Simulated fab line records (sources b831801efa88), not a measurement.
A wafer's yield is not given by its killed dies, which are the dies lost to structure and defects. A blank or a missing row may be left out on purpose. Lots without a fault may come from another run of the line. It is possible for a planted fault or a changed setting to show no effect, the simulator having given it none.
Matching of chambers + flow sky130 + SKY_CONTACT_ETCH_16 on rie-diel-03 has 4 sister chambers
The step etches BARC in N2/H2, stops on SiO2, time 45.9 s, target depth 60 nm. 24 wafers are shown with their chamber, then 12 later ones without.

## WAFERS PAIRED WITH THEIR CHAMBERS
| wafer  | chamber | drypump-motor-current-A (A) | throttle-valve-pct (%) | oes-product-au (a.u.) |
|--------|---------|-----------------------------|------------------------|-----------------------|
| L074.1 | 2       | 5.2                         | 13.221                 | 0.860                 |
| L074.3 | 0       | 5.5                         | 13.231                 | 0.856                 |
| L074.6 | 1       | 4.9                         | 13.223                 | 0.854                 |
| L077.1 | 2       | 5.1                         | 13.220                 | 0.852                 |
| L077.2 | 3       | 6.2                         | 13.225                 | 0.858                 |
| L077.5 | 0       | 5.5                         | 13.235                 | 0.853                 |
| L078.1 | 2       | 5.1                         | 13.228                 | 0.853                 |
| L078.3 | 1       | 4.9                         | 13.222                 | 0.849                 |
| L078.6 | 0       | 5.5                         | 13.228                 | 0.860                 |
| L079.3 | 3       | 6.2                         | 13.214                 | 0.858                 |
| L079.4 | 1       | 4.9                         | 13.201                 | 0.853                 |
| L079.5 | 3       | 6.2                         | 13.229                 | 0.848                 |
| L083.3 | 0       | 5.5                         | 13.229                 | 0.853                 |
| L083.4 | 2       | 5.1                         | 13.221                 | 0.860                 |
| L083.5 | 2       | 5.1                         | 13.225                 | 0.857                 |
| L084.4 | 2       | 5.1                         | 13.235                 | 0.846                 |
| L084.5 | 1       | 4.9                         | 13.221                 | 0.850                 |
| L084.6 | 2       | 5.1                         | 13.237                 | 0.853                 |
| L085.1 | 2       | 5.2                         | 13.213                 | 0.861                 |
| L085.3 | 0       | 5.5                         | 13.230                 | 0.856                 |
| L085.6 | 2       | 5.1                         | 13.219                 | 0.858                 |
| L087.1 | 1       | 4.9                         | 13.227                 | 0.864                 |
| L087.3 | 2       | 5.2                         | 13.230                 | 0.854                 |
| L087.6 | 2       | 5.1                         | 13.212                 | 0.852                 |

SIGNATURES, as means of the wafers listed above
| reading                 | chamber 0 | chamber 1 | chamber 2 | chamber 3 | scatter within a chamber |
|-------------------------|-----------|-----------|-----------|-----------|--------------------------|
| drypump-motor-current-A | 5.500     | 4.900     | 5.127     | 6.200     | 0.033                    |
| throttle-valve-pct      | 13.23060  | 13.21880  | 13.22373  | 13.22267  | 0.00785                  |
| oes-product-au          | 0.85560   | 0.85400   | 0.85509   | 0.85467   | 0.00474                  |
Rule: a wafer's distance from a chamber is the root of the sum, over the readings, of the square of ((its reading less the chamber's mean) divided by the reading's scatter). If the next closest chamber is less than 2 further off than the closest, the wafer can't be placed; otherwise it belongs to the closest. The scatter: take each reading less its chamber's mean, square it, sum over the shown wafers, divide by the number of wafers less the number of chambers, and take the root.

## WAFERS MISSING THEIR CHAMBER
| wafer  | drypump-motor-current-A (A) | throttle-valve-pct (%) | oes-product-au (a.u.) |
|--------|-----------------------------|------------------------|-----------------------|
| L088.1 | 6.1                         | 13.220                 | 0.855                 |
| L088.3 | 4.9                         | 13.221                 | 0.859                 |
| L088.4 | 5.2                         | 13.232                 | 0.847                 |
| L091.3 | 4.9                         | 13.227                 | 0.856                 |
| L091.5 | 5.1                         | 13.231                 | 0.861                 |
| L091.6 | 4.9                         | 13.209                 | 0.850                 |
| L093.2 | 5.1                         | 13.222                 | 0.851                 |
| L093.5 | 6.2                         | 13.226                 | 0.853                 |
| L093.6 | 5.1                         | 13.213                 | 0.855                 |
| L096.1 | 6.1                         | 13.212                 | 0.860                 |
| L096.5 | 5.5                         | 13.226                 | 0.855                 |
| L096.6 | 6.1                         | 13.214                 | 0.847                 |

## WHICH CHAMBER EACH WENT THROUGH
| wafer  | from the rows above | in truth |
|--------|---------------------|----------|
| L088.1 | 3                   | 3        |
| L088.3 | 1                   | 1        |
| L088.4 | 2                   | 2        |
| L091.3 | 1                   | 1        |
| L091.5 | 2                   | 2        |
| L091.6 | 1                   | 1        |
| L093.2 | 2                   | 2        |
| L093.5 | 3                   | 3        |
| L093.6 | 2                   | 2        |
| L096.1 | 3                   | 3        |
| L096.5 | 0                   | 0        |
| L096.6 | 3                   | 3        |
Placed correctly: 12 of 12. Number that these rows cannot place: 0. Wrongly placed: 0.
